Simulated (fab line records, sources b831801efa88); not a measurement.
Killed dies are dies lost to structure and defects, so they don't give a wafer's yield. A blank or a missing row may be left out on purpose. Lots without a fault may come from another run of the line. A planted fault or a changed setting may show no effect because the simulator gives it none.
A struck lot beside a sound one | flow sky130 | 20 steps out of a route of 708
Sound: wafers L232.1, L232.4, L232.5. Struck: wafers L234.4, L234.5, L234.6. The cause comes at the end.
At each step with rows: each side's tool, then ch and its chambers, then its first start. Under that, the readings that differ: sound wafers | struck wafers | difference of the means | sigmas: that difference in standard deviations of wafers without a fault.
alike: readings whose means differ by less than 2 such deviations, and words and numbers that are the same on both sides. not compared: withheld readings, readings that some wafer has no value for, bounds like >300 that may hide the same value, and numbers for which the record gives no deviation and whose values overlap.
The two part at a step that has a row with sigmas, a row that says differs or no value, or rows on one side only. Numbers that don't overlap but have no deviation are shown without sigmas and don't part them. A reading that every wafer of one side lacks parts them only if that side has two wafers or more.

SKY_LDD_HVP_OVL_MEAS_07:
  sound on overlay-02, day 23 02:46; struck on overlay-02, day 23 14:38
  alike: LDD_HVP_OVL
then, 1 step without rows for these wafers: SKY_LDD_HVP_IMPLANT_08.
SKY_LDD_HVP_STRIP_09: strips in O2/N2.
  sound on plasma_asher-04 ch 0,1, day 23 02:56; struck on plasma_asher-03 ch 0,1, day 23 14:50
  reading                      | sound             | struck            | difference | sigmas
  strip_time_to_endpoint_s (s) | 4.116 4.110 4.114 | 4.130 4.177 4.154 | +0.040     | +3
  alike: drypump_motor_current_A, oes_product_au
  not compared: rf_hours_counter_h
SKY_LDD_HVP_TW_MEAS_10:
  sound on film_metro-01, day 23 03:02; struck on film_metro-01, day 23 14:55
  alike: LDD_HVP_TW
then, 7 steps without rows for these wafers: SKY_LDD_LDN_DEHYDRATE_00 (time 60 s); SKY_LDD_LDN_HMDS_01 (prime time 60 s); SKY_LDD_LDN_COAT_02 (resist thk 1140 nm); SKY_LDD_LDN_SOFTBAKE_03 (time 60 s); SKY_LDD_LDN_EXPOSE_04 (exposes mask LDNTM, target cd 700 nm); SKY_LDD_LDN_PEB_05; SKY_LDD_LDN_DEVELOP_06 (develop time 60 s).
SKY_LDD_LDN_OVL_MEAS_07:
  sound on overlay-02, day 24 09:22; struck on overlay-01, day 24 20:30
  alike: LDD_LDN_OVL
SKY_LDD_LDN_IMPLANT_08:
  sound on implanter-02 ch 0, day 24 09:23; struck on implanter-01 ch 0, day 24 20:55
then, 3 steps without rows for these wafers: SKY_LDD_LDN_IMPLANT_09; SKY_LDD_LDN_IMPLANT_10; SKY_LDD_LDN_IMPLANT_11.
SKY_LDD_LDN_STRIP_12: strips in O2/N2.
  sound on plasma_asher-01 ch 0,1, day 24 09:59; struck on plasma_asher-01 ch 0,1, day 24 21:33
  alike: drypump_motor_current_A, oes_product_au, strip_time_to_endpoint_s
  not compared: rf_hours_counter_h
SKY_LDD_LDN_TW_MEAS_13:
  sound on film_metro-04, day 24 10:05; struck on film_metro-02, day 24 21:39
  reading    | sound          | struck         | difference | sigmas
  LDD_LDN_TW | 1476 1482 1482 | 1581 1585 1588 | +105       | +10
then, 1 step without rows for these wafers: SKY_LDD_LDN_CLEAN_14 (cleans in SC1/SC2, time 150 s).
-- the record jumps here: 22 days lie between the struck wafers' starts before and after (it left off in module LDD_LDN and takes up again in module PAD_OPEN, whose first step shown is number 708 of the route) --
SKY_PAD_OPEN_PROBE_99:
  sound on prober-01, day 46 21:32; struck on prober-01, day 47 04:52
  reading                         | sound          | struck         | difference | sigmas
  model.etest.tip_sonos.rs_ohm_sq | 2655 2638 2647 | 2345 2331 2367 | -299       |
  alike: killed_at_M0_to_M3, killed_at_M4_up, killed_at_contacts, killed_at_front_end, killed_at_other, killed_dies, killed_open, killed_short

WHERE THEY PART
First at SKY_LDD_HVP_STRIP_09; last, within this record, at SKY_LDD_LDN_TW_MEAS_13. Later steps at which nothing parts them and some readings are alike: SKY_PAD_OPEN_PROBE_99.

WHY: what the simulator had put in
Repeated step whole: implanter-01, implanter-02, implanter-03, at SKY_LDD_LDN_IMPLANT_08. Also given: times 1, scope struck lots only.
